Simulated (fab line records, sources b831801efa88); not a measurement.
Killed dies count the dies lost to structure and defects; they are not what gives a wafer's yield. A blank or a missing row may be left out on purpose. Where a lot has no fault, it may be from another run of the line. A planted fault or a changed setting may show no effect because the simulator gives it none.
A lot that was struck, set against a sound lot -- flow gf180mcu -- 31 steps out of a route of 602
Sound: wafers L137.4, L137.5, L137.6. Wafers struck: L148.3, L148.4, L148.5. The cause comes at the end.
Order at every step that has rows: each side's tool, ch and its chambers, its first start. Under that, the readings that differ: sound wafers -- struck wafers -- difference of the means -- sigmas: that difference in standard deviations of wafers without a fault.
alike: words and numbers the same on both sides, and readings whose means are apart by under 2 such deviations; not compared: readings that were withheld, readings missing a value for some wafer, numbers with overlapping values and no deviation given by the record, and bounds like >300 which may hide the same value.
Wherever a step has rows on one side only, a row that says differs or no value, or a row with sigmas, the two part there. Numbers that don't overlap but have no deviation are shown without sigmas and don't part them. A reading missing from all wafers of one side parts the sides only when that side holds two or more wafers.

first, 1 step without rows for these wafers: GF_HV_LDD_CVD_56 (deposits Si3N4 from DCS/NH3, target thk 90 nm, time 1543 s).
GF_HV_LDD_THK_MEAS_57:
  sound on filmMetro-03, day 13 01:53; struck on filmMetro-03, day 16 17:48
  alike: HV_LDD_CVD_56_THK
GF_HV_LDD_ETCHBACK_58: etches Si3N4 in CH3F/O2, stops on SiO2, time 100 s, target depth 90 nm.
  sound on rieDiel-03 ch 0,1,2, day 13 01:57; struck on rieDiel-04 ch 1,2, day 16 17:50
  alike: drypumpMotorCurrentA, oesProductAu, rfFwdPowerW, throttleValvePct
  not compared: rfHoursCounterH
then, 7 steps without rows for these wafers: GF_NSD_DEHYDRATE_00 (time 60 s); GF_NSD_HMDS_01 (prime time 60 s); GF_NSD_COAT_02 (resist thk 1000 nm); GF_NSD_SOFTBAKE_03 (time 60 s); GF_NSD_EXPOSE_04 (exposes mask Nplus, target cd 400 nm); GF_NSD_PEB_05; GF_NSD_DEVELOP_06 (develop time 60 s).
GF_NSD_CD_MEAS_07 targets a cd of 400 nm.
  sound on cdSem-02, day 13 21:43; struck on cdSem-01, day 17 15:44
  alike: cdNm
GF_NSD_OVL_MEAS_08:
  sound on overlay-02, day 13 21:47; struck on overlay-02, day 17 15:49
  alike: NSD_OVL
GF_NSD_IMPLANT_09:
  sound on implanter-03 ch 0, day 13 21:53; struck on implanter-03, day 17 15:54
  no value came back on the struck wafers for beamEnergyKeV, beamOnS (s), doseIonsCm2; on the sound wafers beamEnergyKeV reads 60.015 60.017 59.982
following that, these wafers have no rows for 1 step: GF_NSD_IMPLANT_10.
GF_NSD_STRIP_11: strips in O2/N2.
  sound on plasmaAsher-04 ch 0,1, day 13 22:08; struck on plasmaAsher-02 ch 0,1, day 17 16:11
reading,sound,struck,difference,sigmas
oesProductAu (a.u.),0.485 0.486 0.493,0.708 0.705 0.706,+0.218,+44
stripTimeToEndpointS (s),22.980 22.953 22.916,12.880 12.835 12.850,-10.095,-99 or more
  alike: drypumpMotorCurrentA, heaterPowerW
  not compared: rfHoursCounterH
GF_NSD_TW_MEAS_12:
  sound on filmMetro-01, day 13 22:14; struck on filmMetro-04, day 17 16:16
reading,sound,struck,difference,sigmas
NSD_TW,4188 4171 4194,2989 2975 2971,-1206,-48
then, 7 steps without rows for these wafers: GF_PSD_DEHYDRATE_00 (time 60 s); GF_PSD_HMDS_01 (prime time 60 s); GF_PSD_COAT_02 (resist thk 1000 nm); GF_PSD_SOFTBAKE_03 (time 60 s); GF_PSD_EXPOSE_04 (exposes mask Pplus, target cd 400 nm); GF_PSD_PEB_05; GF_PSD_DEVELOP_06 (develop time 60 s).
GF_PSD_CD_MEAS_07 targets a cd of 400 nm.
  sound on cdSem-02, day 14 19:31; struck on cdSem-01, day 18 14:41
  alike: cdNm
GF_PSD_OVL_MEAS_08:
  sound on overlay-01, day 14 19:35; struck on overlay-02, day 18 14:47
  alike: PSD_OVL
following that, these wafers have no rows for 1 step: GF_PSD_IMPLANT_09.
GF_PSD_STRIP_10: strips in O2/N2.
  sound on plasmaAsher-03 ch 0,1, day 14 19:47; struck on plasmaAsher-01 ch 0,1, day 18 14:59
  alike: drypumpMotorCurrentA, heaterPowerW, oesProductAu, stripTimeToEndpointS
  not compared: rfHoursCounterH
GF_PSD_TW_MEAS_11:
  sound on filmMetro-04, day 14 19:53; struck on filmMetro-01, day 18 15:04
  alike: PSD_TW
then, 1 step without rows for these wafers: GF_PSD_CLEAN_12 (cleans in SC1/SC2, time 150 s).
GF_PSD_RTA_13: time 20 s.
  sound on rtpAnneal-02 ch 0, day 14 20:01; struck on rtpAnneal-01 ch 0, day 18 15:13
reading,sound,struck,difference,sigmas
wafer_temp_C_max,1028.8 1028.9 1029.6,1033.4 1034.9 1034.8,+5.3,+2
  alike: lampPowerPct
GF_PSD_RS_MEAS_14: uses a four-point probe to measure.
  sound on filmMetro-03, day 14 20:07; struck on filmMetro-04, day 18 15:22
reading,sound,struck,difference,sigmas
NSD_RS (ohm/sq),45.96 46.19 46.08,138.23 138.23 138.17,+92.13,+99 or more

WHERE THEY PART
At GF_NSD_IMPLANT_09 first; at GF_PSD_RS_MEAS_14 last (within this record only).

WHY: the cause the simulator had injected
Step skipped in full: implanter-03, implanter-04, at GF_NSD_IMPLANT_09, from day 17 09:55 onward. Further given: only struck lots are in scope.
